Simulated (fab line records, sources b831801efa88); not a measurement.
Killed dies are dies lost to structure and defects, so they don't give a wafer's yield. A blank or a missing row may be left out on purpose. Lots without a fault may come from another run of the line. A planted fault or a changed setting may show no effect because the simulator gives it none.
Which tool did it? | flow gf180mcu | 11 lots, 33 wafers sampled, at 6 steps of a route of 602

WHAT THE GAUGES READ, wafer by wafer
GF_M2_RS_MEAS_05: measures by four-point-probe. Usual: M2_ALCU_RS 0.0693 ohm/sq, standard deviation 0.0011.
lot  | measured     | on            | M2_ALCU_RS (ohm/sq)  | flag
L617 | day 19 07:25 | film_metro-03 | 0.0709 0.0699 0.0705 |
L618 | day 19 11:10 | film_metro-02 | 0.0689 0.0696 0.0687 |
L621 | day 20 07:37 | film_metro-03 | 0.0681 0.0698 0.0682 |
L624 | day 21 00:37 | film_metro-01 | 0.0689 0.0680 0.0700 |
L625 | day 21 10:11 | film_metro-02 | 0.0699 0.0711 0.0696 |
L627 | day 21 23:37 | film_metro-01 | 0.0709 0.0699 0.0691 |
L628 | day 22 11:23 | film_metro-02 | 0.0688 0.0705 0.0687 |
L634 | day 24 17:04 | film_metro-01 | 0.0684 0.0702 0.0707 |
L637 | day 25 19:08 | film_metro-02 | 0.0692 0.0704 0.0683 |
L638 | day 25 19:25 | film_metro-02 | 0.0704 0.0695 0.0702 |
L639 | day 26 02:26 | film_metro-03 | 0.0691 0.0684 0.0696 |

GF_V2_RS_MEAS_24: measures by four-point-probe. Usual: V2_W_RS 0.327 ohm/sq, standard deviation 0.0044.
lot  | measured     | on            | V2_W_RS (ohm/sq)     | flag
L617 | day 21 10:40 | film_metro-03 | 0.327 0.329 0.330    |
L618 | day 21 13:32 | film_metro-03 | 0.315 0.323 0.318    |
L621 | day 22 10:34 | film_metro-01 | 0.321 0.328 0.319    |
L624 | day 23 01:31 | film_metro-01 | 0.328 0.328 0.326    |
L625 | day 23 11:10 | film_metro-04 | 0.330 0.319 0.333    |
L627 | day 23 22:47 | film_metro-01 | 43.360 43.481 43.985 | OFF
L628 | day 24 10:26 | film_metro-04 | 43.668 43.128 44.311 | OFF
L634 | day 26 14:56 | film_metro-01 | 0.330 0.320 0.328    |
L637 | day 27 15:17 | film_metro-03 | 0.320 0.320 0.320    |
L638 | day 27 15:35 | film_metro-04 | 0.321 0.329 0.326    |
L639 | day 27 22:25 | film_metro-01 | 0.326 0.327 0.331    |

GF_V2_THK_MEAS_25: measures by xrf. Usual: V2_W_THK 347 nm, standard deviation 4.9.
lot  | measured     | on            | V2_W_THK (nm) | flag
L617 | day 21 10:47 | film_metro-03 | 344 341 342   |
L618 | day 21 13:39 | film_metro-03 | 357 348 354   |
L621 | day 22 10:41 | film_metro-01 | 353 346 357   |
L624 | day 23 01:37 | film_metro-01 | 348 344 349   |
L625 | day 23 11:17 | film_metro-04 | 352 361 345   |
L627 | day 23 22:54 | film_metro-01 | <0 - -        | OFF
L628 | day 24 10:34 | film_metro-04 | <0 - -        | OFF
L634 | day 26 15:03 | film_metro-01 | 338 350 343   |
L637 | day 27 15:23 | film_metro-03 | 354 351 353   |
L638 | day 27 15:42 | film_metro-04 | 354 345 348   |
L639 | day 27 22:32 | film_metro-01 | 352 347 344   |

WHICH TOOL RAN EACH LOT (tool, then ch and the chambers of the sampled wafers, then the start)
lot  | GF_V1_ETCH_16                      | GF_M2_SPUTTER_01             | GF_V2_CVD_23
L617 | rie_diel-04 ch 0,1,2, day 19 05:50 | pvd_sputter-04, day 19 07:17 | cvd_w-01 ch 0,1, day 21 10:33
L618 | rie_diel-02 ch 0,1,3, day 19 09:32 | pvd_sputter-03, day 19 11:02 | cvd_w-02 ch 0,1, day 21 13:25
L621 | rie_diel-04 ch 1,3, day 20 06:02   | pvd_sputter-01, day 20 07:30 | cvd_w-02 ch 0,1, day 22 10:28
L624 | rie_diel-02 ch 1,2,3, day 20 22:58 | pvd_sputter-01, day 21 00:27 | cvd_w-01 ch 0,1, day 23 01:24
L625 | rie_diel-04 ch 0,1,2, day 21 08:37 | pvd_sputter-04, day 21 10:04 | cvd_w-02 ch 0,1, day 23 11:04
L627 | rie_diel-03 ch 1,2,3, day 21 22:02 | pvd_sputter-04, day 21 23:30 | cvd_w-02 ch 0,1, day 23 22:40
L628 | rie_diel-03 ch 0,1,3, day 22 09:49 | pvd_sputter-01, day 22 11:16 | cvd_w-01 ch 0,1, day 24 10:20
L634 | rie_diel-03 ch 0,2,3, day 24 15:28 | pvd_sputter-01, day 24 16:55 | cvd_w-02 ch 0,1, day 26 14:49
L637 | rie_diel-02 ch 0,1,2, day 25 17:32 | pvd_sputter-01, day 25 18:59 | cvd_w-02 ch 1, day 27 15:08
L638 | rie_diel-04 ch 1,2,3, day 25 17:47 | pvd_sputter-03, day 25 19:17 | cvd_w-02 ch 0,1, day 27 15:28
L639 | rie_diel-02 ch 0,1,2, day 26 00:52 | pvd_sputter-04, day 26 02:19 | cvd_w-02 ch 0,1, day 27 22:18
- GF_V1_ETCH_16: etches BARC in N2/H2.
- GF_M2_SPUTTER_01: material TiN, target thk 30 nm, time 25 s.
- GF_V2_CVD_23: deposits W, target thk 350 nm, time 104.94 s.

WHAT THE TOOLS THEMSELVES READ (means of the sampled wafers that have a number; where no wafer has one, the mark that the record gives instead)
GF_V1_ETCH_16. Usual: bias_w 100.04 W, standard deviation 0.26; drypump_motor_current_A 5.6 A, standard deviation 0.61; oes_product_au 0.855 a.u., standard deviation 0.005; throttle_valve_pct 13.225 %, standard deviation 0.0082.
lot  | tool        | bias_w (W) | drypump_motor_current_A (A) | oes_product_au (a.u.) | throttle_valve_pct (%) | flag
L617 | rie_diel-04 | 100.02     | 5.6                         | 0.853                 | 13.228                 |
L618 | rie_diel-02 | 100.14     | 5.6                         | 0.852                 | 13.228                 |
L621 | rie_diel-04 | 99.98      | 5.8                         | 0.854                 | 13.225                 |
L624 | rie_diel-02 | 100.16     | 5.8                         | 0.852                 | 13.231                 |
L625 | rie_diel-04 | 99.96      | 5.6                         | 0.850                 | 13.227                 |
L627 | rie_diel-03 | 100.00     | 5.7                         | 0.851                 | 13.228                 |
L628 | rie_diel-03 | 100.00     | 6.1                         | 0.855                 | 13.223                 |
L634 | rie_diel-03 | 99.97      | 5.7                         | 0.857                 | 13.222                 |
L637 | rie_diel-02 | 100.23     | 5.6                         | 0.853                 | 13.232                 |
L638 | rie_diel-04 | 100.05     | 5.5                         | 0.852                 | 13.221                 |
L639 | rie_diel-02 | 100.33     | 5.6                         | 0.855                 | 13.223                 |

GF_M2_SPUTTER_01. Usual: throttle_valve_pct 29.8 %, standard deviation 1.3.
lot  | tool           | throttle_valve_pct (%) | flag
L617 | pvd_sputter-04 | 31.0                   |
L618 | pvd_sputter-03 | 29.7                   |
L621 | pvd_sputter-01 | 29.6                   |
L624 | pvd_sputter-01 | 29.3                   |
L625 | pvd_sputter-04 | 30.8                   |
L627 | pvd_sputter-04 | 30.5                   |
L628 | pvd_sputter-01 | 29.6                   |
L634 | pvd_sputter-01 | 28.8                   |
L637 | pvd_sputter-01 | 29.2                   |
L638 | pvd_sputter-03 | 29.2                   |
L639 | pvd_sputter-04 | 30.1                   |

GF_V2_CVD_23. Usual: chamber_pressure_Torr 40.01 Torr, standard deviation 0.099; heater_power_outer_w 485 W, standard deviation 73; heater_power_w 821 W, standard deviation 130.
lot  | tool     | chamber_pressure_Torr (Torr) | heater_power_outer_w (W) | heater_power_w (W) | flag
L617 | cvd_w-01 | 40.07                        | 510                      | 865                |
L618 | cvd_w-02 | 40.03                        | 488                      | 841                |
L621 | cvd_w-02 | 39.98                        | 498                      | 848                |
L624 | cvd_w-01 | 40.00                        | 517                      | 864                |
L625 | cvd_w-02 | 40.10                        | 441                      | 740                |
L627 | cvd_w-02 | -                            | -                        | -                  | OFF
L628 | cvd_w-01 | -                            | -                        | -                  | OFF
L634 | cvd_w-02 | 39.91                        | 444                      | 738                |
L637 | cvd_w-02 | 40.02                        | 554                      | 955                |
L638 | cvd_w-02 | 40.02                        | 507                      | 862                |
L639 | cvd_w-02 | 39.98                        | 448                      | 752                |

THE ANSWER, worked out from the rows above alone
Rule: a lot is off if the mean of its wafers that have a number lies more than 3 standard deviations from the usual mean. A lot without any number at a reading at which 4 lots or more have one is off too. The other lots that the step has rows for count as sound. The gauges are gone through in route order, then the tools' own readings, and for those a lot's mean is taken as printed above. The first step at which some lot is off is used, and at that step the reading that is off furthest; a lot without a number counts as furthest.
Off: L627, L628, at GF_V2_RS_MEAS_24 (V2_W_RS).
A tool fits if, at a process step before that reading, it ran every lot that is off, and no sound lot after the first of them. The gauges at GF_V2_RS_MEAS_24 aren't tried: what is off there is off at GF_V2_CVD_23 too, on other tools, and a gauge's error can't cause that. None of those tried fits.

WHAT THE SIMULATOR HAD PUT IN
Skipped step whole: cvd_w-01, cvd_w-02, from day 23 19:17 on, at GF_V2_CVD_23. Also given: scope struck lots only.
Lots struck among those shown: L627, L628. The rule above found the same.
